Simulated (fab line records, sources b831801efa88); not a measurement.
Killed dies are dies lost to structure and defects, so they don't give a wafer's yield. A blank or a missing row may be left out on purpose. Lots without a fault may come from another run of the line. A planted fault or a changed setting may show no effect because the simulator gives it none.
Tool commonality check | flow gf180mcu | 12 lots, 36 wafers sampled

WHY IT WAS OPENED
At GF_HV_LDD_TW_MEAS_38 the reading HV_LDD_3_TW is flagged on 2 of 12 lots. Wafers without a fault read 1449, standard deviation 7.3.
Rule: a lot is flagged when every wafer of it that has a number lies more than 4 standard deviations from that mean, or none has a number. The other lots count as sound.

lot  | measured     | on            | HV_LDD_3_TW, wafer by wafer | flag
L337 | day 11 14:18 | film_metro-01 | 1456 1456 1454              |
L339 | day 12 05:14 | film_metro-04 | 1439 1438 1443              |
L341 | day 12 17:50 | film_metro-04 | 1444 1442 1441              |
L342 | day 13 07:22 | film_metro-02 | 1445 1450 1449              |
L343 | day 13 09:09 | film_metro-01 | 1454 1456 1457              |
L345 | day 13 22:30 | film_metro-04 | 1444 1443 1443              |
L347 | day 14 16:05 | film_metro-01 | 1461 1465 1461              |
L349 | day 15 10:40 | film_metro-01 | 1343 1340 1340              | FLAGGED
L354 | day 17 02:00 | film_metro-02 | 1351 1337 1338              | FLAGGED
L356 | day 18 05:16 | film_metro-02 | 1447 1452 1448              |
L357 | day 18 06:52 | film_metro-01 | 1446 1453 1464              |
L359 | day 18 20:20 | film_metro-01 | 1456 1450 1458              |
The numbers of the flagged lots are 1342 on average: -108 against the usual, or -15 standard deviations.

WHICH TOOL RAN EACH LOT
The record holds 2 process steps before the reading, out of a route of 602 steps. In each cell: the tool, then ch and the chambers that the sampled wafers went through, then the start.
lot  | flag    | GF_HV_LDD_STRIP_10                   | GF_HV_LDD_IMPLANT_34
L337 |         | plasma_asher-04 ch 0,1, day 10 00:51 | implanter-01 ch 0, day 11 13:45
L339 |         | plasma_asher-03 ch 0,1, day 10 15:21 | implanter-02 ch 0, day 12 04:41
L341 |         | plasma_asher-01 ch 0,1, day 11 02:38 | implanter-02 ch 0, day 12 17:18
L342 |         | plasma_asher-04 ch 0,1, day 11 15:08 | implanter-01 ch 0, day 13 06:50
L343 |         | plasma_asher-03 ch 0,1, day 11 18:20 | implanter-02 ch 0, day 13 08:37
L345 |         | plasma_asher-01 ch 0,1, day 12 04:59 | implanter-04 ch 0, day 13 21:58
L347 |         | plasma_asher-04 ch 0,1, day 12 23:15 | implanter-04 ch 0, day 14 15:32
L349 | FLAGGED | plasma_asher-01 ch 0,1, day 13 16:07 | implanter-02 ch 0, day 15 10:08
L354 | FLAGGED | plasma_asher-03 ch 0,1, day 15 05:06 | implanter-02 ch 0, day 17 01:27
L356 |         | plasma_asher-01 ch 0,1, day 16 06:01 | implanter-01 ch 0, day 18 04:44
L357 |         | plasma_asher-03 ch 0,1, day 16 08:01 | implanter-04 ch 0, day 18 06:21
L359 |         | plasma_asher-01 ch 0, day 16 20:44   | implanter-04 ch 0, day 18 19:49
What these steps do:
- GF_HV_LDD_STRIP_10: strips in O2/N2.
- GF_HV_LDD_IMPLANT_34
- GF_HV_LDD_TW_MEAS_38

FLAGGED OVER TOTAL, TOOL BY TOOL (the gauges that took the reading come last)
step                 | tool            | lots run | flagged | share of the flagged lots | sound lots run after its first flagged lot
GF_HV_LDD_STRIP_10   | plasma_asher-01 | 5        | 1       | some                      | 2 (L356,L359)
GF_HV_LDD_STRIP_10   | plasma_asher-03 | 4        | 1       | some                      | 1 (L357)
GF_HV_LDD_STRIP_10   | plasma_asher-04 | 3        | 0       | none                      | -
GF_HV_LDD_IMPLANT_34 | implanter-01    | 3        | 0       | none                      | -
GF_HV_LDD_IMPLANT_34 | implanter-02    | 5        | 2       | all                       | 0
GF_HV_LDD_IMPLANT_34 | implanter-04    | 4        | 0       | none                      | -
GF_HV_LDD_TW_MEAS_38 | film_metro-01   | 6        | 1       | some                      | 2 (L357,L359)
GF_HV_LDD_TW_MEAS_38 | film_metro-02   | 3        | 1       | some                      | 1 (L356)
GF_HV_LDD_TW_MEAS_38 | film_metro-04   | 3        | 0       | none                      | -

WHAT THE TABLE ALLOWS
1 row of the table ran every flagged lot: implanter-02 at GF_HV_LDD_IMPLANT_34.
- implanter-02 at GF_HV_LDD_IMPLANT_34: 2 of its 5 lots flagged. Its last sound lot is L343 (day 13 08:37), its first flagged lot L349 (day 15 10:08): a fault that began between those two fits. Its own readings lie more than 4 standard deviations out on every wafer of the flagged lots: dose_ions_cm2, faraday_current_uA.
One tool is left: implanter-02 at GF_HV_LDD_IMPLANT_34.

WHAT THE SIMULATOR HAD PUT IN
Process parameter drift: implanter-02, from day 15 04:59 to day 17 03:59, at GF_HV_LDD_IMPLANT_34. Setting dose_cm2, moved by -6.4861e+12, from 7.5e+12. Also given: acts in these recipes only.
Lots struck among those shown: L349, L354. The rule above found the same.
